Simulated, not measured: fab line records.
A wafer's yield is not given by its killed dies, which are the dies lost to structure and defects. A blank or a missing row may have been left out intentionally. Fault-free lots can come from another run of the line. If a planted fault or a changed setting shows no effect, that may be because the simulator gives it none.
Which tool was responsible? ; flow sky130 ; Sampling: 6 lots, 18 wafers, 3 of 708 route steps

## WHAT THE GAUGES SHOWED, per wafer
SKY_METAL4_CD_MEAS_13: target cd 300 nm.
lot;measured;on;cd-nm (nm)
L504;day 43 02:21;cd-sem-01;298.5 299.7 298.9
L506;day 43 13:29;cd-sem-01;299.7 299.8 300.8
L509;day 44 06:03;cd-sem-01;300.6 301.5 299.8
L514;day 45 14:32;cd-sem-02;285.7 282.1 293.5
L522;day 47 15:43;cd-sem-02;299.4 300.5 300.1
L524;day 48 09:29;cd-sem-02;299.7 299.6 299.9

## WHICH TOOL RAN EACH LOT (tool, then ch and the chambers of the sampled wafers, then the start)
lot;SKY_METAL4_SPUTTER_02;SKY_METAL4_EXPOSE_10
L504;pvd-sputter-03, day 41 02:08;krf-scanner-02 ch 0, day 42 15:08
L506;pvd-sputter-03, day 41 14:08;krf-scanner-01 ch 0, day 43 02:02
L509;pvd-sputter-04, day 42 07:19;krf-scanner-01 ch 0, day 43 18:58
L514;pvd-sputter-04, day 43 18:47;krf-scanner-01 ch 0, day 45 04:22
L522;pvd-sputter-04, day 45 22:35;krf-scanner-02 ch 0, day 47 06:25
L524;pvd-sputter-04, day 46 16:01;krf-scanner-01 ch 0, day 48 00:19
- SKY_METAL4_SPUTTER_02: material AlCu, target thk 735 nm, time 39.1 s.
- SKY_METAL4_EXPOSE_10: exposes mask MM4, target cd 300 nm.

## THE ANSWER, worked out from the rows above alone
Rule: usual is defined by the lots themselves. Put in order of their means at a reading, lots are off if they are a third of the lots or fewer, leave a main group of 4 or more, and stand apart from it by a gap of 3 or more times the standard deviation of the main group's means; of several such gaps the widest counts. If all means in a main group match to the digits the tables above print for the reading, that group is not used. A lot without any number at a reading at which 4 lots or more have one is off too. Any other lot the step has rows for is counted as sound.
Off: L514, at SKY_METAL4_CD_MEAS_13 (cd-nm). The main group: mean 299.9 nm, standard deviation 0.52.
If a tool, at a process step before that reading, ran all the lots that are off and no sound lot after the first of them, it fits. Gauges at SKY_METAL4_CD_MEAS_13: tried the same way as those tools. None of those tried fits.

## WHAT HAD BEEN PUT IN BY THE SIMULATOR
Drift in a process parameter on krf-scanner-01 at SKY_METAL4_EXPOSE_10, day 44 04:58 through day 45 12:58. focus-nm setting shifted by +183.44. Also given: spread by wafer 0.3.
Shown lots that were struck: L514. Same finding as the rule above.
